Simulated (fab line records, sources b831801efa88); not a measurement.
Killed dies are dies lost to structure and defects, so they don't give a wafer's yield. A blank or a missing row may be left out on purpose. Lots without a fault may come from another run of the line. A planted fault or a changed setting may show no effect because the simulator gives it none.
Which tool did it? | flow gf180mcu | 7 lots, 21 wafers sampled, at 4 steps of a route of 602

WHAT THE GAUGES READ, wafer by wafer
GF_M5_OVL_MEAS_08.
lot  | measured     | on         | M5_OVL (nm)
L563 | day 26 08:15 | overlay-01 | -8 -17 -11
L565 | day 27 04:44 | overlay-02 | -1 5 3
L568 | day 28 01:03 | overlay-01 | 0 -1 3
L570 | day 28 15:28 | overlay-02 | -6 -6 -8
L578 | day 31 05:07 | overlay-01 | 0 0 -4
L581 | day 31 19:04 | overlay-02 | 0 1 2
L583 | day 32 14:37 | overlay-02 | -7 -9 -7

WHICH TOOL RAN EACH LOT (tool, then ch and the chambers of the sampled wafers, then the start)
lot  | GF_STI_WET_ETCH_17             | GF_MIM_SPUTTER_09            | GF_MIM_METAL_ETCH_19
L563 | wet_bench-01 ch 1, day 2 06:32 | pvd_sputter-03, day 24 13:14 | rie_metal-01 ch 0,1, day 25 10:05
L565 | wet_bench-02 ch 2, day 2 16:23 | pvd_sputter-03, day 25 10:34 | rie_metal-03 ch 0,1, day 26 08:00
L568 | wet_bench-01 ch 1, day 3 08:18 | pvd_sputter-02, day 26 08:55 | rie_metal-03 ch 0,1, day 27 04:48
L570 | wet_bench-01 ch 2, day 3 19:08 | pvd_sputter-03, day 26 23:04 | rie_metal-03 ch 0,1, day 27 19:34
L578 | wet_bench-04 ch 0, day 5 14:23 | pvd_sputter-02, day 29 15:58 | rie_metal-03 ch 1, day 30 10:41
L581 | wet_bench-04 ch 0, day 6 03:22 | pvd_sputter-01, day 30 08:23 | rie_metal-03 ch 1, day 31 01:33
L583 | wet_bench-02 ch 0, day 6 15:34 | pvd_sputter-03, day 31 04:48 | rie_metal-01 ch 0,1, day 31 20:59
- GF_STI_WET_ETCH_17: etches Si3N4 in H3PO4, target depth 45 nm, time 514 s.
- GF_MIM_SPUTTER_09: material TiN, target thk 35 nm, time 30.2 s.
- GF_MIM_METAL_ETCH_19: etches the open film in Cl2/BCl3, stops on Si3N4, target depth 324.5 nm, time 54.1 s.

THE ANSWER, worked out from the rows above alone
Rule: what is usual is taken from the lots themselves. Put in order of their means at a reading, lots are off if they are a third of the lots or fewer, leave a main group of 4 or more, and stand apart from it by a gap of 3 or more times the standard deviation of the main group's means; of several such gaps the widest counts. A main group whose means are all the same, to the digits that the tables above print for the reading, isn't used. A lot without any number at a reading at which 4 lots or more have one is off too. The other lots that the step has rows for count as sound.
No lot is off at any reading shown: from this, nothing can be told.

WHAT THE SIMULATOR HAD PUT IN
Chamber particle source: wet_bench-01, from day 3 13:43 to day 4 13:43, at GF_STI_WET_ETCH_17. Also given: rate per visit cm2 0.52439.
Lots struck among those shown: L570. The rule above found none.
